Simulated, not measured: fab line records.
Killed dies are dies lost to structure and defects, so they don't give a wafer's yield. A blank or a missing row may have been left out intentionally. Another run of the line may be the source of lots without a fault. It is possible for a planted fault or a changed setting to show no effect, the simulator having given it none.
Code-filled problem report in 8D (eight disciplines) form / flow sky130 / the parts of the form that need people (team, actions taken, sign-off) are left out

1. THE ISSUE
Wafers without a fault read 23.02 C, standard deviation 0.095; developerTempC at SKY_VT_ADJUST_LVTN_DEVELOP_17 reads a mean of 25.28 C on 6 wafers belonging to 2 lots. That puts it +24 standard deviations away from the usual mean.
The step: develop time 60 s.
First observed at day 13 01:12: wafer L656.2, on lithoTrack-01. At this step, 39 wafers from 13 lots have a number in the record. By rule, "out" or "out of limits" means more than 4 standard deviations away from the usual mean. The other wafers with a number count as sound.

2. WHAT IT IS; WHAT IT IS NOT
question=which readings at this step | is=developerTempC | is not=-
question=which lots | is=L656, L657 | is not=L638, L639, L641, L642, L644, L647, L648, L649, L654, L658, L660
question=which wafers of those lots | is=all that have a number | is not=-
question=read on which tools | is=lithoTrack-01 | is not=lithoTrack-02, lithoTrack-03
question=when | is=from day 13 01:12 | is not=up to then (27 sound wafers); but 6 sound wafers of L658, L660 came after

3. THE SUSPECTS, EACH WITH WHAT RULES IT OUT
Counting: a tool at any process step up to the reading remains a suspect when it ran all the lots that are out and ran no sound lot after the first of those.
- rieDiel-02 at SKY_FIELD_ISO_ETCH_14 (etches BARC in N2/H2, stops on SiO2, time 45.9 s, target depth 60 nm): ruled out as a lasting fault. Following L656 (day 6 08:29), the first lot on it that is out, the sound lots L658 were run on it.
- lithoTrack-01 at SKY_VT_ADJUST_LVTN_DEVELOP_17 (develop time 60 s): kept. It ran every lot that is out, first L656 (day 13 01:12), and no sound lot after that; its last sound lot up to then is L649 (day 11 06:30). Out on those wafers are its own readings of developerTempC.
After counting, what remains is lithoTrack-01 at SKY_VT_ADJUST_LVTN_DEVELOP_17.

4. THE CAUSE (what the simulator had put in)
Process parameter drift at SKY_VT_ADJUST_LVTN_DEVELOP_17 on lithoTrack-01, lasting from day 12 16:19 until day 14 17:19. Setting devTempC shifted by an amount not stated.
Only this tool survived the counting.

5. THE CHAIN OF EFFECTS, in route order
Rows list readings where the struck wafers' mean (over those with a number) sits beyond 3 standard deviations from the usual. Only readings whose record carries a usual standard deviation are examined. hours: median over the lots of the time between each lot's start at the first step of this table that gives one and its start at this step. sigmas: the change, counted in usual standard deviations.
hours=0; step=SKY_VT_ADJUST_LVTN_DEVELOP_17; reading=developerTempC; usual=23.02 C; on struck wafers=25.28; change=+2.26; sigmas=+24
Process steps it contains:
- SKY_VT_ADJUST_LVTN_DEVELOP_17: develop time 60 s.
Later steps that measure or inspect, where all struck wafers having a row at the step show a number for every such reading and not one has moved that far: SKY_VT_ADJUST_NCORE_OVL_MEAS_08.

6. HOW IT WOULD HAVE BEEN CAUGHT EARLIER
9 hours passed between the start of the fault at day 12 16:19 and the first reading out of limits in this record, taken at day 13 01:12.
